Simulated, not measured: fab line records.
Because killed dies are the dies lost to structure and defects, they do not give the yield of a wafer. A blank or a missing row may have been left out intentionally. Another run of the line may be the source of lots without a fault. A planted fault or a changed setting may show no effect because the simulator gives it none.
fab line records | flow gf180mcu | part 1 of 2: steps 1 to 28 of 36
record: lots: 5 | wafers: 15 | lastDay: 34
route steps=602 shown HV_LDD@201 NSD@235
lots with no fault: from the same line, run without faults
startH: the number of hours between the record's first day and the start of the first shown wafer of the lot | waitH: how many hours have passed since the lot's step before this one | " same as the row above | L1.1+2: one row covering several wafers at once | - value missing, or start not given | * or withheld: withheld | < > ~ a bound
route shown NAME@n: a module of which the file shows steps, and the number in the route of the first | usual: mean/standard deviation of fault-free wafers | same: alike in all rows | chamber/n: place in a boat | sites: readings site by site | _std_site: their standard deviation | _edge_site: mean of outer sites minus mean of inner sites | radiusMm: how far each site lies from the wafer's centre | mask NAME#n: copy n | behind: the tool/chamber that last shaped the wafer | hold: the reason the lot was held/the length of the hold in hours/how it ended | device: whichever transistor did not switch (one of n, p or np) | end of line: the tests these same wafers got at the end of their route | step lacking rows: just its recipe | killed: the dies lost at the first sort to structure and to defects; this is not the yield of the wafer | map: a wafer's dies, marking killed ones x, the rest . and places with no die _
set.NAME: the run value of the setting; set.NAME@STEP: its run value at that earlier step | model.NAME: the simulator's own value behind a step, which no gauge read
lots seen at some steps along the route; tables by step, rows by wafer
services: a tool's chamber out of use, with start hour (startH, from the record's first day; less than 0 if before it), hours out, and reason
== steps ==
step: GF_HV_LDD_HMDS_25
recipe: primeTimeS: 60 | primeTempC: 120
usual: exhaustPa: 45.1/0.89 | primeTempC: 120.01/0.12
lot.wafer | tool          | chamber | startH | waitH | exhaustPa | primeTempC
L078.2    | lithoTrack-04 | 0       | 273.60 | 0.1   | 43.3      | 120.11
L078.3    | "             | 0       | "      | "     | 44.0      | 120.27
L078.6    | "             | 0       | "      | "     | 44.9      | 120.01
L082.1    | lithoTrack-04 | 0       | 304.92 | 0.1   | 44.8      | 120.10
L082.2    | "             | 0       | "      | "     | 46.4      | 119.94
L082.6    | "             | 0       | "      | "     | 45.4      | 119.83
L083.1    | lithoTrack-04 | 0       | 308.67 | 0.1   | 46.4      | 120.19
L083.3    | "             | 0       | "      | "     | 44.7      | 119.94
L083.4    | "             | 0       | "      | "     | 45.6      | 120.04
L092.2    | lithoTrack-03 | 0       | 380.40 | 0.1   | 45.3      | 120.23
L092.3    | "             | 0       | "      | "     | 44.6      | 120.30
L092.5    | "             | 0       | "      | "     | 44.3      | 120.21
L095.2    | lithoTrack-04 | 0       | 400.90 | 0.1   | 46.0      | 119.92
L095.3    | "             | 0       | "      | "     | 46.6      | 120.11
L095.4    | "             | 0       | "      | "     | 46.3      | 119.97
step: GF_HV_LDD_COAT_26
recipe: resist: NOVOLAK | spinRpm: 3000 | resistThkNm: 1000
usual: exhaustPa: 44.9/0.85
lot.wafer | tool          | chamber | startH | waitH | exhaustPa
L078.2    | lithoTrack-04 | 0       | 273.75 | 0.1   | 44.4
L078.3    | "             | 0       | "      | "     | 45.4
L078.6    | "             | 0       | "      | "     | 45.1
L082.1    | lithoTrack-04 | 0       | 305.07 | 0.1   | 43.7
L082.2    | "             | 0       | "      | "     | 45.6
L082.6    | "             | 0       | "      | "     | 44.2
L083.1    | lithoTrack-04 | 0       | 308.82 | 0.1   | 45.6
L083.3    | "             | 0       | "      | "     | 45.5
L083.4    | "             | 0       | "      | "     | 45.6
L092.2    | lithoTrack-03 | 0       | 380.55 | 0.1   | 44.6
L092.3    | "             | 0       | "      | "     | 45.8
L092.5    | "             | 0       | "      | "     | 45.9
L095.2    | lithoTrack-04 | 0       | 401.05 | 0.1   | 45.5
L095.3    | "             | 0       | "      | "     | 45.2
L095.4    | "             | 0       | "      | "     | 44.3
step: GF_HV_LDD_SOFTBAKE_27
recipe: tempC: 90 | timeS: 60 | resist: NOVOLAK
usual: exhaustPa: 44.8/0.93 | heaterPowerTotalW: 56.60/0.045
lot.wafer | tool          | chamber | startH | waitH | exhaustPa | heaterPowerTotalW
L078.2    | lithoTrack-04 | 0       | 273.90 | 0.1   | 44.5      | 56.54
L078.3    | "             | 0       | "      | "     | 45.0      | 56.60
L078.6    | "             | 0       | "      | "     | 44.7      | 56.52
L082.1    | lithoTrack-04 | 0       | 305.22 | 0.1   | 44.2      | 56.57
L082.2    | "             | 0       | "      | "     | 44.0      | 56.63
L082.6    | "             | 0       | "      | "     | 45.0      | 56.65
L083.1    | lithoTrack-04 | 0       | 308.97 | 0.1   | 44.5      | 56.52
L083.3    | "             | 0       | "      | "     | 43.1      | 56.61
L083.4    | "             | 0       | "      | "     | 43.7      | 56.68
L092.2    | lithoTrack-03 | 0       | 380.70 | 0.1   | 45.7      | 56.60
L092.3    | "             | 0       | "      | "     | 44.7      | 56.59
L092.5    | "             | 0       | "      | "     | 44.9      | 56.51
L095.2    | lithoTrack-04 | 0       | 401.20 | 0.1   | 44.1      | 56.54
L095.3    | "             | 0       | "      | "     | 44.0      | 56.60
L095.4    | "             | 0       | "      | "     | 43.6      | 56.63
step: GF_HV_LDD_EXPOSE_28
recipe: maskId: Nplus_HV_AREA | targetCdNm: 400 | na: 0.6 | sourceShape: conventional | sigmaOuter: 0.6 | doseMj: 140
same: sigmaOuter: 0.6
lot.wafer  | tool            | chamber | startH | waitH | mask
L078.2+3+6 | ilineStepper-01 | 0       | -      | -     | Nplus_HV_AREA#0
L082.1+2+6 | ilineStepper-02 | 0       | -      | -     | Nplus_HV_AREA#0
L083.1+3+4 | ilineStepper-01 | 0       | -      | -     | Nplus_HV_AREA#0
L092.2+3+5 | ilineStepper-01 | 0       | -      | -     | Nplus_HV_AREA#0
L095.2+3+4 | ilineStepper-01 | 0       | -      | -     | Nplus_HV_AREA#0
step: GF_HV_LDD_PEB_29
recipe: tempC: withheld | timeS: * | resist: NOVOLAK
usual: exhaustPa: 45.1/0.91
lot.wafer | tool          | chamber | startH | waitH | exhaustPa
L078.2    | lithoTrack-04 | 0       | -      | -     | 46.0
L078.3    | "             | 0       | "      | "     | 45.9
L078.6    | "             | 0       | "      | "     | 45.6
L082.1    | lithoTrack-02 | 0       | -      | -     | 45.1
L082.2    | "             | 0       | "      | "     | 44.2
L082.6    | "             | 0       | "      | "     | 45.2
L083.1    | lithoTrack-03 | 0       | -      | -     | 44.0
L083.3    | "             | 0       | "      | "     | 44.5
L083.4    | "             | 0       | "      | "     | 44.7
L092.2    | lithoTrack-03 | 0       | -      | -     | 44.3
L092.3    | "             | 0       | "      | "     | 43.7
L092.5    | "             | 0       | "      | "     | 45.1
L095.2    | lithoTrack-03 | 0       | -      | -     | 46.3
L095.3    | "             | 0       | "      | "     | 46.0
L095.4    | "             | 0       | "      | "     | 44.5
step: GF_HV_LDD_DEVELOP_30
recipe: developTimeS: 60 | devTempC: 23
usual: exhaustPa: 45.1/0.95
lot.wafer | tool          | chamber | startH | waitH | exhaustPa
L078.2    | lithoTrack-04 | 0       | 283.25 | 0.1   | 46.9
L078.3    | "             | 0       | "      | "     | 46.0
L078.6    | "             | 0       | "      | "     | 47.6
L082.1    | lithoTrack-02 | 0       | 314.99 | 0.1   | 46.7
L082.2    | "             | 0       | "      | "     | 45.7
L082.6    | "             | 0       | "      | "     | 45.5
L083.1    | lithoTrack-03 | 0       | 319.28 | 0.1   | 45.3
L083.3    | "             | 0       | "      | "     | 44.7
L083.4    | "             | 0       | "      | "     | 45.0
L092.2    | lithoTrack-03 | 0       | 391.90 | 0.1   | 45.1
L092.3    | "             | 0       | "      | "     | 44.0
L092.5    | "             | 0       | "      | "     | 45.3
L095.2    | lithoTrack-03 | 0       | 413.20 | 0.1   | 44.8
L095.3    | "             | 0       | "      | "     | 43.6
L095.4    | "             | 0       | "      | "     | 45.3
step: GF_HV_LDD_CD_MEAS_31
recipe: targetCdNm: 400
usual: cdNm: 400.4/2.3
lot.wafer | tool     | chamber | startH | waitH | cdNm
L078.2    | cdSem-02 | -       | 283.39 | 0.1   | 402.0
L078.3    | "        | -       | "      | "     | 399.3
L078.6    | "        | -       | "      | "     | 399.7
L082.1    | cdSem-01 | -       | 315.14 | 0.1   | 399.9
L082.2    | "        | -       | "      | "     | 399.4
L082.6    | "        | -       | "      | "     | 399.3
L083.1    | cdSem-01 | -       | 319.43 | 0.1   | 400.2
L083.3    | "        | -       | "      | "     | 402.5
L083.4    | "        | -       | "      | "     | 400.6
L092.2    | cdSem-02 | -       | 392.05 | 0.1   | 402.4
L092.3    | "        | -       | "      | "     | 400.5
L092.5    | "        | -       | "      | "     | 401.2
L095.2    | cdSem-01 | -       | 413.35 | 0.1   | 397.6
L095.3    | "        | -       | "      | "     | 395.6
L095.4    | "        | -       | "      | "     | 396.9
step: GF_HV_LDD_OVL_MEAS_32
usual: HV_LDD_02_OVL: 0.2/1.5
lot.wafer | tool       | chamber | startH | waitH | HV_LDD_02_OVL[nm]
L078.2    | overlay-02 | -       | 283.50 | 0.1   | -0.1
L078.3    | "          | -       | "      | "     | 0.2
L078.6    | "          | -       | "      | "     | -0.4
L082.1    | overlay-02 | -       | 315.26 | 0.1   | -2.1
L082.2    | "          | -       | "      | "     | -4.6
L082.6    | "          | -       | "      | "     | -2.9
L083.1    | overlay-01 | -       | 319.55 | 0.1   | 1.6
L083.3    | "          | -       | "      | "     | 1.3
L083.4    | "          | -       | "      | "     | 0.6
L092.2    | overlay-01 | -       | 392.15 | 0.1   | -0.1
L092.3    | "          | -       | "      | "     | -0.3
L092.5    | "          | -       | "      | "     | -1.2
L095.2    | overlay-01 | -       | 413.45 | 0.1   | 1.4
L095.3    | "          | -       | "      | "     | 2.3
L095.4    | "          | -       | "      | "     | 0.5
step: GF_HV_LDD_IMPLANT_33
recipe: species: P | energyKev: 60 | doseCm2: 7.5e+12 | tiltDeg: 30 | rotationDeg: 0
lot.wafer  | tool         | chamber | startH | waitH
L078.2+3+6 | implanter-03 | 0       | 283.55 | 0.0
L082.1+2+6 | implanter-03 | 0       | 315.30 | 0.0
L083.1+3+4 | implanter-04 | 0       | 319.66 | 0.1
L092.2+3+5 | implanter-04 | 0       | 392.21 | 0.0
L095.2+3+4 | implanter-02 | 0       | 413.51 | 0.0
step: GF_HV_LDD_IMPLANT_34
recipe: species: P | energyKev: 60 | doseCm2: 7.5e+12 | tiltDeg: 30 | rotationDeg: 90
lot.wafer  | tool         | chamber | startH | waitH
L078.2+3+6 | implanter-03 | 0       | 283.70 | 0.1
L082.1+2+6 | implanter-03 | 0       | 315.45 | 0.1
L083.1+3+4 | implanter-04 | 0       | 319.81 | 0.1
L092.2+3+5 | implanter-04 | 0       | 392.36 | 0.1
L095.2+3+4 | implanter-02 | 0       | 413.66 | 0.1
step: GF_HV_LDD_IMPLANT_35
recipe: species: P | energyKev: 60 | doseCm2: 7.5e+12 | tiltDeg: 30 | rotationDeg: 180
lot.wafer  | tool         | chamber | startH | waitH
L078.2+3+6 | implanter-03 | 0       | 283.85 | 0.1
L082.1+2+6 | implanter-03 | 0       | 315.60 | 0.1
L083.1+3+4 | implanter-04 | 0       | 319.96 | 0.1
L092.2+3+5 | implanter-04 | 0       | 392.51 | 0.1
L095.2+3+4 | implanter-02 | 0       | 413.81 | 0.1
step: GF_HV_LDD_IMPLANT_36
recipe: species: P | energyKev: 60 | doseCm2: 7.5e+12 | tiltDeg: 30 | rotationDeg: 270
lot.wafer  | tool         | chamber | startH | waitH
L078.2+3+6 | implanter-03 | 0       | 284.00 | 0.1
L082.1+2+6 | implanter-03 | 0       | 315.75 | 0.1
L083.1+3+4 | implanter-04 | 0       | 320.11 | 0.1
L092.2+3+5 | implanter-04 | 0       | 392.66 | 0.1
L095.2+3+4 | implanter-02 | 0       | 413.96 | 0.1
step: GF_HV_LDD_STRIP_37
recipe: chemistry: O2/N2 | powerW: 1400 | pressureMtorr: 1500 | platenTempC: 250 | o2FlowSccm: 3000 | n2FlowSccm: 300 | overashFraction: 0.5
usual: drypumpMotorCurrentA: 5.7/0.33 | heaterPowerW: 351/56 | oesProductAu: 0.716/0.005 | stripTimeToEndpointS: 12.65/0.035
lot.wafer | tool           | chamber | startH | waitH | drypumpMotorCurrentA | heaterPowerW | oesProductAu | rfHoursCounterH | stripTimeToEndpointS
L078.2    | plasmaAsher-02 | 1       | 284.13 | 0.1   | 5.3                  | 326          | 0.716        | 66              | 12.58
L078.3    | "              | 1       | "      | "     | 5.3                  | 319          | 0.718        | -               | 12.54
L078.6    | "              | 0       | "      | "     | 6.0                  | 294          | 0.710        | -               | 12.59
L082.1    | plasmaAsher-04 | 0       | 315.90 | 0.1   | 5.7                  | 322          | 0.715        | 21              | 12.68
L082.2    | "              | 1       | "      | "     | 5.4                  | 380          | 0.719        | 21              | 12.61
L082.6    | "              | 1       | "      | "     | 5.4                  | 382          | 0.715        | -               | 12.66
L083.1    | plasmaAsher-01 | 1       | 320.26 | 0.1   | 6.2                  | 338          | 0.714        | 66              | 12.69
L083.3    | "              | 0       | "      | "     | 5.6                  | 468          | 0.716        | -               | 12.64
L083.4    | "              | 1       | "      | "     | 6.2                  | 338          | 0.716        | -               | 12.68
L092.2    | plasmaAsher-01 | 0       | 392.78 | 0.1   | 5.6                  | 472          | 0.720        | 73              | 12.64
L092.3    | "              | 0       | "      | "     | 5.5                  | 480          | 0.718        | -               | 12.61
L092.5    | "              | 0       | "      | "     | 5.6                  | 477          | 0.725        | -               | 12.63
L095.2    | plasmaAsher-04 | 1       | 414.08 | 0.1   | 5.4                  | 378          | 0.716        | 30              | 12.67
L095.3    | "              | 1       | "      | "     | 5.4                  | 376          | 0.714        | -               | 12.69
L095.4    | "              | 0       | "      | "     | 5.6                  | 322          | 0.720        | -               | 12.67
step: GF_HV_LDD_TW_MEAS_38
usual: HV_LDD_3_TW: 1448/6.8
lot.wafer | tool         | chamber | startH | waitH | HV_LDD_3_TW
L078.2    | filmMetro-03 | -       | 284.24 | 0.1   | 1446
L078.3    | "            | -       | "      | "     | 1438
L078.6    | "            | -       | "      | "     | 1444
L082.1    | filmMetro-03 | -       | 316.00 | 0.1   | 1452
L082.2    | "            | -       | "      | "     | 1444
L082.6    | "            | -       | "      | "     | 1453
L083.1    | filmMetro-03 | -       | 320.36 | 0.1   | 1451
L083.3    | "            | -       | "      | "     | 1454
L083.4    | "            | -       | "      | "     | 1446
L092.2    | filmMetro-02 | -       | 392.89 | 0.1   | 1447
L092.3    | "            | -       | "      | "     | 1448
L092.5    | "            | -       | "      | "     | 1446
L095.2    | filmMetro-03 | -       | 414.19 | 0.1   | 1455
L095.3    | "            | -       | "      | "     | 1443
L095.4    | "            | -       | "      | "     | 1450
step: GF_HV_LDD_DEHYDRATE_39
recipe: tempC: 200 | timeS: 60
usual: exhaustPa: 45.1/0.97 | heaterPowerTotalW: 160.38/0.12
lot.wafer | tool          | chamber | startH | waitH | exhaustPa | heaterPowerTotalW
L078.2    | lithoTrack-04 | 0       | 293.75 | 9.5   | 46.1      | 160.37
L078.3    | "             | 0       | "      | "     | 43.7      | 160.27
L078.6    | "             | 0       | "      | "     | 46.0      | 160.30
L082.1    | lithoTrack-04 | 0       | 325.62 | 9.6   | 43.5      | 160.46
L082.2    | "             | 0       | "      | "     | 45.2      | 160.43
L082.6    | "             | 0       | "      | "     | 45.3      | 160.13
L083.1    | lithoTrack-04 | 0       | 329.82 | 9.5   | 44.7      | 160.29
L083.3    | "             | 0       | "      | "     | 45.1      | 160.33
L083.4    | "             | 0       | "      | "     | 46.3      | 160.37
L092.2    | lithoTrack-02 | 0       | 403.76 | 10.9  | 45.4      | 160.28
L092.3    | "             | 0       | "      | "     | 44.3      | 160.57
L092.5    | "             | 0       | "      | "     | 46.0      | 160.20
L095.2    | lithoTrack-02 | 0       | 425.36 | 11.2  | 44.6      | 160.27
L095.3    | "             | 0       | "      | "     | 43.8      | 160.59
L095.4    | "             | 0       | "      | "     | 44.1      | 160.54
step: GF_HV_LDD_HMDS_40
recipe: primeTimeS: 60 | primeTempC: 120
usual: exhaustPa: 45.0/0.86 | primeTempC: 119.96/0.12
lot.wafer | tool          | chamber | startH | waitH | exhaustPa | primeTempC
L078.2    | lithoTrack-04 | 0       | 293.90 | 0.1   | 44.8      | 119.68
L078.3    | "             | 0       | "      | "     | 44.1      | 119.80
L078.6    | "             | 0       | "      | "     | 45.0      | 119.67
L082.1    | lithoTrack-04 | 0       | 325.77 | 0.1   | 46.7      | 119.94
L082.2    | "             | 0       | "      | "     | 46.7      | 120.01
L082.6    | "             | 0       | "      | "     | 44.9      | 120.00
L083.1    | lithoTrack-04 | 0       | 329.97 | 0.1   | 44.6      | 119.99
L083.3    | "             | 0       | "      | "     | 44.8      | 119.86
L083.4    | "             | 0       | "      | "     | 44.3      | 119.64
L092.2    | lithoTrack-02 | 0       | 403.91 | 0.1   | 44.7      | 120.02
L092.3    | "             | 0       | "      | "     | 43.4      | 120.00
L092.5    | "             | 0       | "      | "     | 44.5      | 119.95
L095.2    | lithoTrack-02 | 0       | 425.51 | 0.1   | 45.2      | 119.91
L095.3    | "             | 0       | "      | "     | 45.6      | 120.00
L095.4    | "             | 0       | "      | "     | 44.9      | 120.05
step: GF_HV_LDD_COAT_41
recipe: resist: NOVOLAK | spinRpm: 3000 | resistThkNm: 1000
usual: exhaustPa: 45.1/0.87
lot.wafer | tool          | chamber | startH | waitH | exhaustPa
L078.2    | lithoTrack-04 | 0       | 294.05 | 0.1   | 44.2
L078.3    | "             | 0       | "      | "     | 45.2
L078.6    | "             | 0       | "      | "     | 45.0
L082.1    | lithoTrack-04 | 0       | 325.92 | 0.1   | 45.9
L082.2    | "             | 0       | "      | "     | 45.2
L082.6    | "             | 0       | "      | "     | 44.8
L083.1    | lithoTrack-04 | 0       | 330.12 | 0.1   | 44.0
L083.3    | "             | 0       | "      | "     | 43.7
L083.4    | "             | 0       | "      | "     | 44.0
L092.2    | lithoTrack-02 | 0       | 404.06 | 0.1   | 45.7
L092.3    | "             | 0       | "      | "     | 46.5
L092.5    | "             | 0       | "      | "     | 46.8
L095.2    | lithoTrack-02 | 0       | 425.66 | 0.1   | 45.2
L095.3    | "             | 0       | "      | "     | 44.6
L095.4    | "             | 0       | "      | "     | 45.4
step: GF_HV_LDD_SOFTBAKE_42
recipe: tempC: 90 | timeS: 60 | resist: NOVOLAK
usual: exhaustPa: 45.3/0.9 | heaterPowerTotalW: 56.60/0.043
lot.wafer | tool          | chamber | startH | waitH | exhaustPa | heaterPowerTotalW
L078.2    | lithoTrack-04 | 0       | 294.20 | 0.1   | 45.3      | 56.61
L078.3    | "             | 0       | "      | "     | 44.6      | 56.69
L078.6    | "             | 0       | "      | "     | 45.6      | 56.66
L082.1    | lithoTrack-04 | 0       | 326.07 | 0.1   | 44.5      | 56.62
L082.2    | "             | 0       | "      | "     | 45.2      | 56.63
L082.6    | "             | 0       | "      | "     | 44.6      | 56.61
L083.1    | lithoTrack-04 | 0       | 330.27 | 0.1   | 44.7      | 56.68
L083.3    | "             | 0       | "      | "     | 46.1      | 56.64
L083.4    | "             | 0       | "      | "     | 47.1      | 56.62
L092.2    | lithoTrack-02 | 0       | 404.21 | 0.1   | 47.0      | 56.57
L092.3    | "             | 0       | "      | "     | 46.1      | 56.56
L092.5    | "             | 0       | "      | "     | 46.4      | 56.54
L095.2    | lithoTrack-02 | 0       | 425.81 | 0.1   | 45.3      | 56.60
L095.3    | "             | 0       | "      | "     | 44.5      | 56.59
L095.4    | "             | 0       | "      | "     | 44.0      | 56.53
step: GF_HV_LDD_EXPOSE_43
recipe: maskId: Pplus_HV_AREA | targetCdNm: 400 | na: 0.6 | sourceShape: conventional | sigmaOuter: 0.6 | doseMj: 140
same: sigmaOuter: 0.6
lot.wafer  | tool            | chamber | startH | waitH | mask
L078.2+3+6 | ilineStepper-01 | 0       | -      | -     | Pplus_HV_AREA#0
L082.1+2+6 | ilineStepper-01 | 0       | -      | -     | Pplus_HV_AREA#0
L083.1+3+4 | ilineStepper-02 | 0       | -      | -     | Pplus_HV_AREA#0
L092.2+3+5 | ilineStepper-01 | 0       | -      | -     | Pplus_HV_AREA#0
L095.2+3+4 | ilineStepper-02 | 0       | -      | -     | Pplus_HV_AREA#0
step: GF_HV_LDD_PEB_44
recipe: tempC: withheld | timeS: * | resist: NOVOLAK
usual: exhaustPa: 45.1/0.97
lot.wafer | tool          | chamber | startH | waitH | exhaustPa
L078.2    | lithoTrack-02 | 0       | -      | -     | 45.0
L078.3    | "             | 0       | "      | "     | 44.8
L078.6    | "             | 0       | "      | "     | 44.9
L082.1    | lithoTrack-03 | 0       | -      | -     | 44.5
L082.2    | "             | 0       | "      | "     | 44.4
L082.6    | "             | 0       | "      | "     | 45.3
L083.1    | lithoTrack-03 | 0       | -      | -     | 45.1
L083.3    | "             | 0       | "      | "     | 45.6
L083.4    | "             | 0       | "      | "     | 45.0
L092.2    | lithoTrack-02 | 0       | -      | -     | 44.8
L092.3    | "             | 0       | "      | "     | 43.3
L092.5    | "             | 0       | "      | "     | 44.6
L095.2    | lithoTrack-04 | 0       | -      | -     | 45.4
L095.3    | "             | 0       | "      | "     | 46.1
L095.4    | "             | 0       | "      | "     | 47.1
step: GF_HV_LDD_DEVELOP_45
recipe: developTimeS: 60 | devTempC: 23
usual: exhaustPa: 44.9/1
lot.wafer | tool          | chamber | startH | waitH | exhaustPa
L078.2    | lithoTrack-02 | 0       | 304.06 | 0.1   | 44.9
L078.3    | "             | 0       | "      | "     | 44.5
L078.6    | "             | 0       | "      | "     | 46.4
L082.1    | lithoTrack-03 | 0       | 336.63 | 0.1   | 45.5
L082.2    | "             | 0       | "      | "     | 45.3
L082.6    | "             | 0       | "      | "     | 43.9
L083.1    | lithoTrack-03 | 0       | 341.03 | 0.1   | 44.2
L083.3    | "             | 0       | "      | "     | 45.8
L083.4    | "             | 0       | "      | "     | 44.2
L092.2    | lithoTrack-02 | 0       | 416.01 | 0.1   | 45.3
L092.3    | "             | 0       | "      | "     | 45.4
L092.5    | "             | 0       | "      | "     | 43.8
L095.2    | lithoTrack-04 | 0       | 438.05 | 0.1   | 45.5
L095.3    | "             | 0       | "      | "     | 46.4
L095.4    | "             | 0       | "      | "     | 45.9
step: GF_HV_LDD_CD_MEAS_46
recipe: targetCdNm: 400
usual: cdNm: 399.7/2
lot.wafer | tool     | chamber | startH | waitH | cdNm
L078.2    | cdSem-02 | -       | 304.21 | 0.1   | 398.6
L078.3    | "        | -       | "      | "     | 400.5
L078.6    | "        | -       | "      | "     | 398.6
L082.1    | cdSem-01 | -       | 336.78 | 0.1   | 396.9
L082.2    | "        | -       | "      | "     | 395.4
L082.6    | "        | -       | "      | "     | 394.6
L083.1    | cdSem-02 | -       | 341.18 | 0.1   | 397.8
L083.3    | "        | -       | "      | "     | 397.1
L083.4    | "        | -       | "      | "     | 398.5
L092.2    | cdSem-02 | -       | 416.16 | 0.1   | 395.5
L092.3    | "        | -       | "      | "     | 397.1
L092.5    | "        | -       | "      | "     | 394.9
L095.2    | cdSem-01 | -       | 438.19 | 0.1   | 400.7
L095.3    | "        | -       | "      | "     | 400.2
L095.4    | "        | -       | "      | "     | 402.2
step: GF_HV_LDD_OVL_MEAS_47
usual: HV_LDD_03_OVL: 0.1/1.5
lot.wafer | tool       | chamber | startH | waitH | HV_LDD_03_OVL[nm]
L078.2    | overlay-02 | -       | 304.32 | 0.1   | -1.0
L078.3    | "          | -       | "      | "     | -2.4
L078.6    | "          | -       | "      | "     | 1.8
L082.1    | overlay-01 | -       | 336.90 | 0.1   | 0.1
L082.2    | "          | -       | "      | "     | -0.7
L082.6    | "          | -       | "      | "     | -0.5
L083.1    | overlay-02 | -       | 341.30 | 0.1   | 0.0
L083.3    | "          | -       | "      | "     | 0.0
L083.4    | "          | -       | "      | "     | 0.8
L092.2    | overlay-02 | -       | 416.26 | 0.1   | -2.0
L092.3    | "          | -       | "      | "     | -1.9
L092.5    | "          | -       | "      | "     | 0.8
L095.2    | overlay-01 | -       | 438.30 | 0.1   | -0.7
L095.3    | "          | -       | "      | "     | 0.3
L095.4    | "          | -       | "      | "     | -0.2
step: GF_HV_LDD_IMPLANT_48
recipe: species: B | energyKev: 25 | doseCm2: 3e+13 | tiltDeg: 7
lot.wafer  | tool         | chamber | startH | waitH
L078.2+3+6 | implanter-03 | 0       | 304.37 | 0.0
L082.1+2+6 | implanter-03 | 0       | 336.93 | 0.0
L083.1+3+4 | implanter-04 | 0       | 341.33 | 0.0
L092.2+3+5 | implanter-02 | 0       | 416.32 | 0.0
L095.2+3+4 | implanter-04 | 0       | 438.35 | 0.0
step: GF_HV_LDD_STRIP_49
recipe: chemistry: O2/N2 | powerW: 1400 | pressureMtorr: 1500 | platenTempC: 250 | o2FlowSccm: 3000 | n2FlowSccm: 300 | overashFraction: 0.5
usual: drypumpMotorCurrentA: 5.7/0.34 | heaterPowerW: 346/52 | oesProductAu: 0.715/0.0049 | stripTimeToEndpointS: 12.64/0.032
lot.wafer | tool           | chamber | startH | waitH | drypumpMotorCurrentA | heaterPowerW | oesProductAu | rfHoursCounterH | stripTimeToEndpointS
L078.2    | plasmaAsher-01 | 1       | 304.50 | 0.1   | 6.2                  | 341          | 0.726        | 64              | 12.60
L078.3    | "              | 0       | "      | "     | 5.5                  | 468          | 0.710        | -               | 12.59
L078.6    | "              | 0       | "      | "     | 5.5                  | 475          | 0.722        | -               | 12.61
L082.1    | plasmaAsher-01 | 0       | 337.08 | 0.1   | 5.6                  | 473          | 0.708        | 67              | 12.61
L082.2    | "              | 1       | "      | "     | 6.2                  | 335          | 0.716        | 67              | 12.63
L082.6    | "              | 0       | "      | "     | 5.6                  | 475          | 0.716        | -               | 12.63
L083.1    | plasmaAsher-02 | 0       | 341.48 | 0.1   | 6.0                  | 302          | 0.710        | 72              | 12.68
L083.3    | "              | 1       | "      | "     | 5.3                  | 327          | 0.715        | -               | 12.65
L083.4    | "              | 0       | "      | "     | 6.0                  | 299          | 0.720        | -               | 12.67
L092.2    | plasmaAsher-01 | 0       | 416.44 | 0.1   | 5.6                  | 463          | 0.725        | 76              | 12.64
L092.3    | "              | 1       | "      | "     | 6.2                  | 344          | 0.714        | -               | 12.62
L092.5    | "              | 0       | "      | "     | 5.6                  | 467          | 0.725        | -               | 12.64
L095.2    | plasmaAsher-01 | 1       | 438.48 | 0.1   | 6.2                  | 327          | 0.724        | 1               | 12.70
L095.3    | "              | 0       | "      | "     | 5.5                  | 469          | 0.709        | -               | 12.67
L095.4    | "              | 1       | "      | "     | 6.2                  | 339          | 0.716        | -               | 12.66
step: GF_HV_LDD_TW_MEAS_50
usual: HV_LDD_4_TW: 575.6/2.3
lot.wafer | tool         | chamber | startH | waitH | HV_LDD_4_TW
L078.2    | filmMetro-03 | -       | 304.61 | 0.1   | 577.4
L078.3    | "            | -       | "      | "     | 574.7
L078.6    | "            | -       | "      | "     | 577.9
L082.1    | filmMetro-02 | -       | 337.18 | 0.1   | 574.1
L082.2    | "            | -       | "      | "     | 571.4
L082.6    | "            | -       | "      | "     | 574.1
L083.1    | filmMetro-03 | -       | 341.58 | 0.1   | 578.9
L083.3    | "            | -       | "      | "     | 576.2
L083.4    | "            | -       | "      | "     | 578.4
L092.2    | filmMetro-02 | -       | 416.55 | 0.1   | 572.4
L092.3    | "            | -       | "      | "     | 575.9
L092.5    | "            | -       | "      | "     | 572.8
L095.2    | filmMetro-04 | -       | 438.59 | 0.1   | 580.5
L095.3    | "            | -       | "      | "     | 577.1
L095.4    | "            | -       | "      | "     | 577.7
step: GF_HV_LDD_CLEAN_51
recipe: chemistry: SC1/SC2 | mix: 1:4:20 | tempC: 70 | timeS: 150 | dry: n2Spin
lot.wafer  | tool        | chamber | startH | waitH
L078.2+3+6 | wetBench-04 | 3       | 304.66 | 0.0
L082.1+2+6 | wetBench-01 | 1       | 337.24 | 0.1
L083.1+3+4 | wetBench-03 | 3       | 341.64 | 0.1
L092.2+3+5 | wetBench-03 | 1       | 416.60 | 0.0
L095.2+3+4 | wetBench-04 | 1       | 438.64 | 0.0
step: GF_HV_LDD_RTA_52
recipe: tempC: 1000 | timeS: 10 | ambient: N2
usual: lampPowerPct: 33/4.2 | wafer_temp_C_max: 1004.5/1.2
lot.wafer | tool         | chamber | startH | waitH | lampPowerPct | wafer_temp_C_max
L078.2    | rtpAnneal-02 | 0       | 304.72 | 0.0   | 30           | 1004.3
L078.3    | "            | 0       | "      | "     | 30           | 1004.0
L078.6    | "            | 0       | "      | "     | 30           | 1003.6
L082.1    | rtpAnneal-01 | 0       | 337.29 | 0.0   | 39           | 1004.3
L082.2    | "            | 0       | "      | "     | 39           | 1009.0
L082.6    | "            | 0       | "      | "     | 39           | 1006.7
L083.1    | rtpAnneal-01 | 0       | 341.70 | 0.0   | 39           | 1005.7
L083.3    | "            | 0       | "      | "     | 39           | 1006.2
L083.4    | "            | 0       | "      | "     | 39           | 1005.0
L092.2    | rtpAnneal-01 | 0       | 416.66 | 0.0   | 39           | 1006.4
L092.3    | "            | 0       | "      | "     | 39           | 1004.5
L092.5    | "            | 0       | "      | "     | 39           | 1003.4
L095.2    | rtpAnneal-01 | 0       | 438.70 | 0.0   | 39           | 1005.6
L095.3    | "            | 0       | "      | "     | 39           | 1004.3
L095.4    | "            | 0       | "      | "     | 39           | 1006.2
